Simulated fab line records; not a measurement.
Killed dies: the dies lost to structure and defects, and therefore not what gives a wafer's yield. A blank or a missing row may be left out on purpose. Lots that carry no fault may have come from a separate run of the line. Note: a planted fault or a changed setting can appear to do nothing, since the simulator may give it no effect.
8D (eight disciplines) problem report, filled in by code :: flow gf180mcu :: the parts of the form that need people (team, actions taken, sign-off) are left out

## 1. WHAT WENT WRONG
Wafers without a fault read 56.60 W, standard deviation 0.042; heater power total W at GF_HV_LDD_SOFTBAKE_42 reads a mean of 55.88 W on 6 wafers belonging to 2 lots. Measured from the usual mean, that is -17 standard deviations.
The step: time 60 s.
First observed at day 17 13:01: wafer L221.3, on litho track-04. The record has a number at this step for 42 wafers belonging to 14 lots. Rule for "out" (also "out of limits"): further than 4 standard deviations from the usual mean. The rest of the wafers with a number are treated as sound.

## 2. WHAT IT IS AND WHAT IT IS NOT
question: which readings at this step
is: heater power total W, plate temp C
is not: -

question: which lots
is: L221, L222
is not: L204, L206, L209, L210, L212, L213, L214, L216, L217, L218, L219, L225

question: which wafers of those lots
is: all that have a number
is not: -

question: read on which tools
is: litho track-04
is not: litho track-01, litho track-02

question: when
is: from day 17 13:01
is not: up to then (33 sound wafers); but 3 sound wafers of L225 came after

## 3. SUSPECTS, AND WHAT RULES EACH OUT
Counting: a tool at a process step up to the reading stays a suspect if it ran every lot that is out and no sound lot after the first of them.
- litho track-04 at GF_HV_LDD_SOFTBAKE_42 (time 60 s): kept. It processed each lot that is out, first L221 at day 17 13:01, and no sound lot thereafter; up to then, the last sound lot it processed was L219 at day 16 18:44. On those wafers its own readings are out: heater power total W, plate temp C.
The count leaves litho track-04 at GF_HV_LDD_SOFTBAKE_42.

## 4. THE CAUSE (what the simulator had put in)
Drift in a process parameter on litho track-04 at GF_HV_LDD_SOFTBAKE_42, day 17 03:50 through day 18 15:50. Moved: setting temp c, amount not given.
Only this tool survived the counting.

## 5. THE CHAIN OF EFFECTS, in route order
Each row: a reading where the mean over the struck wafers with a number is more than 3 standard deviations away from the usual. Scope: only readings with a usual standard deviation given in the record; hours: median across lots of the time from each lot's start at the first step in this table that gives one to its start at this step; sigmas: change in usual standard deviations.
hours: 0
step: GF_HV_LDD_SOFTBAKE_42
reading: heater power total W
usual: 56.60 W
on struck wafers: 55.88
change: -0.72
sigmas: -17

hours: 0
step: GF_HV_LDD_SOFTBAKE_42
reading: plate temp C
usual: 90.00 C
on struck wafers: 89.13
change: -0.87
sigmas: -7.9
Here are the process steps it includes:
- GF_HV_LDD_SOFTBAKE_42: time 60 s.
Later steps that measure or inspect, where all struck wafers having a row at the step show a number for every such reading and not one has moved that far: GF_SALICIDE_THK_MEAS_05.

## 6. HOW IT WOULD HAVE BEEN CAUGHT EARLIER
The fault began at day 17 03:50; the first out-of-limits reading in this record came at day 17 13:01, 9 hours later.
